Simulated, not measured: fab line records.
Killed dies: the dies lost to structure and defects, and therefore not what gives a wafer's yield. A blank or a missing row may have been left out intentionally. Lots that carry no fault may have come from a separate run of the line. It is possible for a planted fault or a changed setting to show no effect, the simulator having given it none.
Matching of chambers	flow gf180mcu	GF_CONTACT_ETCH_16 on rie-diel-03 has 4 sister chambers
The step etches BARC in N2/H2. 8 wafers are shown with their chamber, then 8 later ones without.

## WAFERS PAIRED WITH THEIR CHAMBERS
wafer	chamber	drypump-motor-current-A (A)	oes-product-au (a.u.)
L074.5	0	5.3	0.854
L078.1	1	5.7	0.848
L080.2	1	5.7	0.852
L080.5	2	5.5	0.853
L082.3	3	5.7	0.854
L082.4	2	5.5	0.854
L082.5	3	5.7	0.848
L084.2	0	5.4	0.854

## WAFERS WHOSE CHAMBER IS MISSING
wafer	drypump-motor-current-A (A)	oes-product-au (a.u.)
L084.5	5.7	0.848
L084.6	5.4	0.857
L089.1	5.5	0.846
L089.2	5.8	0.844
L089.3	5.3	0.854
L095.1	5.7	0.853
L095.2	5.4	0.859
L095.6	5.5	0.853

## WHICH CHAMBER EACH ONE RAN IN
wafer	from the rows above	in truth
L084.5	can't be placed: 1 or 3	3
L084.6	can't be placed: 0 or 2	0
L089.1	2	2
L089.2	can't be placed: 1 or 3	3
L089.3	0	0
L095.1	can't be placed: 3 or 1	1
L095.2	can't be placed: 0 or 2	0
L095.6	2	2
Placed correctly: 3 of 8. Unplaceable from these rows: 5, with the true chamber sitting among the candidates in 5. Wrongly placed: 0.
How it was worked out, from the rows above alone: a wafer's distance from a chamber is the root of the sum, over the readings, of the square of ((its reading less the chamber's mean) divided by the reading's scatter). The wafer belongs to the nearest chamber; if the next one is less than 2 further off, it can't be placed. The mean given for a chamber averages the wafers shown for that chamber. The scatter is the square root of a quotient: the sum, over the shown wafers, of each reading's squared deviation from its chamber's mean, divided by wafers minus chambers.
